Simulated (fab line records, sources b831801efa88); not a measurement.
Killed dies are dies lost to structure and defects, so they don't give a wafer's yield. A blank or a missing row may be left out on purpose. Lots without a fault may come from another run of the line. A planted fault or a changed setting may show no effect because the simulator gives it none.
Chamber matching | flow sky130 | SKY_VIA1_CMP_24 on cmp-01: 4 sister chambers
The step polishes, stops on SiO2, t overpolish 15 s, target thk 0 nm. 4 wafers are shown with their chamber, then 12 later ones without.

WAFERS WITH THEIR CHAMBER
wafer  | chamber | motor_current_A (A)
L089.1 | 2       | 12.6
L091.4 | 3       | 10.5
L091.5 | 0       | 10.3
L091.6 | 1       | 11.5

WAFERS WITHOUT THEIR CHAMBER
wafer  | motor_current_A (A)
L094.3 | 13.3
L094.4 | 12.4
L094.6 | 10.4
L092.1 | 12.8
L092.3 | 10.4
L092.6 | 9.8
L095.1 | 12.9
L095.2 | 11.2
L095.3 | 12.3
L095.4 | 10.6
L095.5 | 12.8
L095.6 | 10.7

WHICH CHAMBER EACH WENT THROUGH
wafer  | from the rows above          | in truth
L094.3 | 2                            | 2
L094.4 | 2                            | 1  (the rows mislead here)
L094.6 | can't be placed: 0 or 3      | 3
L092.1 | 2                            | 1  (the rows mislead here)
L092.3 | can't be placed: 0 or 3      | 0
L092.6 | can't be placed: 0 or 3      | 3
L095.1 | 2                            | 2
L095.2 | can't be placed: 1 or 3 or 0 | 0
L095.3 | can't be placed: 2 or 1      | 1
L095.4 | can't be placed: 3 or 0      | 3
L095.5 | 2                            | 2
L095.6 | can't be placed: 3 or 0 or 1 | 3
Placed correctly: 3 of 12. Can't be placed from these rows: 7 (the true chamber is among the candidates in 7). Placed wrongly: 2.
How it was worked out, from the rows above alone: a wafer's distance from a chamber is the root of the sum, over the readings, of the square of ((its reading less the chamber's mean) divided by the reading's scatter). The wafer belongs to the nearest chamber; if the next one is less than 2 further off, it can't be placed. A chamber's mean is the mean of its shown wafers. The scatter: with one shown wafer a chamber, the root of the mean of the squares of how far each hidden wafer lies from its nearest shown one.
